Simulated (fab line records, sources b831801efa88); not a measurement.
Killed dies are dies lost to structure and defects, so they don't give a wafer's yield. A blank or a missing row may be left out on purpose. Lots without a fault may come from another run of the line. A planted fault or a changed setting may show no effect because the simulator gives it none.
Which tool did it? | flow gf180mcu | 12 lots, 35 wafers sampled, at 6 steps of a route of 602

WHAT THE GAUGES READ, wafer by wafer
GF_V1_OVL_MEAS_15. Usual: V1_OVL -1 nm, standard deviation 5.4.
lot  | measured     | on         | V1_OVL (nm) | flag
L289 | day 18 03:02 | overlay-02 | -1 -6 0     |
L291 | day 18 23:22 | overlay-02 | 4 4 4       |
L292 | day 19 03:55 | overlay-02 | 1 1 2       |
L293 | day 19 17:19 | overlay-01 | 8 10 8      |
L295 | day 20 11:05 | overlay-02 | -1 -1 3     |
L297 | day 21 05:38 | overlay-01 | 7 -6 0      |
L298 | day 21 17:25 | overlay-01 | -2 2 -7     |
L299 | day 21 17:55 | overlay-02 | -1 -1 2     |
L301 | day 22 19:49 | overlay-02 | -4 -2 -3    |
L302 | day 22 22:37 | overlay-01 | -8 -16 -17  |
L309 | day 25 01:31 | overlay-02 | -5 -7       |
L312 | day 26 03:56 | overlay-02 | -1 1 2      |

GF_M2_RS_MEAS_05: measures by four-point-probe. Usual: M2_ALCU_RS 0.0697 ohm/sq, standard deviation 0.00079.
lot  | measured     | on            | M2_ALCU_RS (ohm/sq)  | flag
L289 | day 18 04:40 | film_metro-01 | 0.0709 0.0709 0.0708 |
L291 | day 19 01:01 | film_metro-03 | 0.0695 0.0694 0.0696 |
L292 | day 19 05:34 | film_metro-03 | 0.0692 0.0703 0.0693 |
L293 | day 19 18:58 | film_metro-01 | 0.0706 0.0696 0.0706 |
L295 | day 20 12:42 | film_metro-04 | 0.0697 0.0693 0.0689 |
L297 | day 21 07:15 | film_metro-04 | 0.0703 0.0693 0.0691 |
L298 | day 21 19:05 | film_metro-04 | 0.0689 0.0700 0.0693 |
L299 | day 21 19:43 | film_metro-04 | 0.0703 0.0706 0.0702 |
L301 | day 22 21:28 | film_metro-03 | 0.0685 0.0693 0.0693 |
L302 | day 23 00:14 | film_metro-04 | 0.0707 0.0703 0.0697 |
L309 | day 25 03:10 | film_metro-04 | 0.0484 0.0489        | OFF
L312 | day 26 05:41 | film_metro-01 | 0.0688 0.0692 0.0692 |

GF_M2_THK_MEAS_06: measures by xrf. Usual: M2_ALCU_THK 452 nm, standard deviation 6.2.
lot  | measured     | on            | M2_ALCU_THK (nm) | flag
L289 | day 18 04:46 | film_metro-01 | 444 443 445      |
L291 | day 19 01:08 | film_metro-03 | 454 455 454      |
L292 | day 19 05:41 | film_metro-03 | 457 451 457      |
L293 | day 19 19:05 | film_metro-01 | 448 456 450      |
L295 | day 20 12:49 | film_metro-04 | 449 453 457      |
L297 | day 21 07:22 | film_metro-04 | 447 454 454      |
L298 | day 21 19:12 | film_metro-04 | 454 450 455      |
L299 | day 21 19:50 | film_metro-04 | 446 447 449      |
L301 | day 22 21:35 | film_metro-03 | 463 456 460      |
L302 | day 23 00:21 | film_metro-04 | 442 444 451      |
L309 | day 25 03:17 | film_metro-04 | 643 638          | OFF
L312 | day 26 05:47 | film_metro-01 | 462 458 462      |

GF_M2_OVL_MEAS_15. Usual: M2_OVL -1 nm, standard deviation 5.3.
lot  | measured     | on         | M2_OVL (nm) | flag
L289 | day 19 04:59 | overlay-02 | 2 2 1       |
L291 | day 20 01:49 | overlay-01 | -6 -3 -3    |
L292 | day 20 05:55 | overlay-02 | -1 3 1      |
L293 | day 20 18:52 | overlay-01 | 1 5 2       |
L295 | day 21 12:23 | overlay-01 | 4 -1 0      |
L297 | day 22 06:26 | overlay-01 | -6 -4 -16   |
L298 | day 22 17:22 | overlay-01 | 4 3 0       |
L299 | day 22 18:40 | overlay-01 | -1 2 -3     |
L301 | day 23 19:49 | overlay-01 | -4 -11 -6   |
L302 | day 23 21:49 | overlay-01 | 12 10 11    |
L309 | day 26 00:46 | overlay-02 | -13 -2      |
L312 | day 27 02:28 | overlay-01 | -14 -2 -7   |

WHICH TOOL RAN EACH LOT (tool, then ch and the chambers of the sampled wafers, then the start)
lot  | GF_M2_SPUTTER_01             | GF_M2_SPUTTER_02
L289 | pvd_sputter-04, day 18 04:31 | pvd_sputter-04, day 18 04:33
L291 | pvd_sputter-03, day 19 00:53 | pvd_sputter-03, day 19 00:55
L292 | pvd_sputter-04, day 19 05:26 | pvd_sputter-04, day 19 05:28
L293 | pvd_sputter-04, day 19 18:51 | pvd_sputter-04, day 19 18:53
L295 | pvd_sputter-03, day 20 12:34 | pvd_sputter-03, day 20 12:35
L297 | pvd_sputter-03, day 21 07:07 | pvd_sputter-03, day 21 07:08
L298 | pvd_sputter-04, day 21 18:57 | pvd_sputter-04, day 21 18:59
L299 | pvd_sputter-03, day 21 19:36 | pvd_sputter-03, day 21 19:38
L301 | pvd_sputter-01, day 22 21:20 | pvd_sputter-01, day 22 21:22
L302 | pvd_sputter-04, day 23 00:07 | pvd_sputter-04, day 23 00:08
L309 | pvd_sputter-04, day 25 03:01 | pvd_sputter-04, day 25 03:03
L312 | pvd_sputter-03, day 26 05:32 | pvd_sputter-03, day 26 05:34
- GF_M2_SPUTTER_01: material TiN, target thk 30 nm, time 25 s.
- GF_M2_SPUTTER_02: material AlCu, target thk 450 nm, time 23.9 s.

WHAT THE TOOLS THEMSELVES READ (means of the sampled wafers that have a number; where no wafer has one, the mark that the record gives instead)
GF_M2_SPUTTER_01. Usual: throttle_valve_pct 30.4 %, standard deviation 0.73.
lot  | tool           | throttle_valve_pct (%) | flag
L289 | pvd_sputter-04 | 30.4                   |
L291 | pvd_sputter-03 | 30.6                   |
L292 | pvd_sputter-04 | 31.5                   |
L293 | pvd_sputter-04 | 30.3                   |
L295 | pvd_sputter-03 | 30.5                   |
L297 | pvd_sputter-03 | 30.7                   |
L298 | pvd_sputter-04 | 31.5                   |
L299 | pvd_sputter-03 | 30.1                   |
L301 | pvd_sputter-01 | 30.2                   |
L302 | pvd_sputter-04 | 30.3                   |
L309 | pvd_sputter-04 | 30.4                   |
L312 | pvd_sputter-03 | 30.7                   |

GF_M2_SPUTTER_02. Usual: throttle_valve_pct 30.4 %, standard deviation 0.7.
lot  | tool           | throttle_valve_pct (%) | flag
L289 | pvd_sputter-04 | 30.2                   |
L291 | pvd_sputter-03 | 30.4                   |
L292 | pvd_sputter-04 | 31.5                   |
L293 | pvd_sputter-04 | 30.3                   |
L295 | pvd_sputter-03 | 30.4                   |
L297 | pvd_sputter-03 | 30.7                   |
L298 | pvd_sputter-04 | 31.5                   |
L299 | pvd_sputter-03 | 30.1                   |
L301 | pvd_sputter-01 | 30.1                   |
L302 | pvd_sputter-04 | 30.3                   |
L309 | pvd_sputter-04 | 30.0                   |
L312 | pvd_sputter-03 | 30.5                   |

THE ANSWER, worked out from the rows above alone
Rule: a lot is off if the mean of its wafers that have a number lies more than 3 standard deviations from the usual mean. A lot without any number at a reading at which 4 lots or more have one is off too. The other lots that the step has rows for count as sound. The gauges are gone through in route order, then the tools' own readings, and for those a lot's mean is taken as printed above. The first step at which some lot is off is used, and at that step the reading that is off furthest; a lot without a number counts as furthest.
Off: L309, at GF_M2_RS_MEAS_05 (M2_ALCU_RS).
A tool fits if, at a process step before that reading, it ran every lot that is off, and no sound lot after the first of them. The gauges at GF_M2_RS_MEAS_05 are tried like those tools. Can't be told from this: 2 tools fit, pvd_sputter-04 at GF_M2_SPUTTER_01 and GF_M2_SPUTTER_02, film_metro-04 at GF_M2_RS_MEAS_05.

WHAT THE SIMULATOR HAD PUT IN
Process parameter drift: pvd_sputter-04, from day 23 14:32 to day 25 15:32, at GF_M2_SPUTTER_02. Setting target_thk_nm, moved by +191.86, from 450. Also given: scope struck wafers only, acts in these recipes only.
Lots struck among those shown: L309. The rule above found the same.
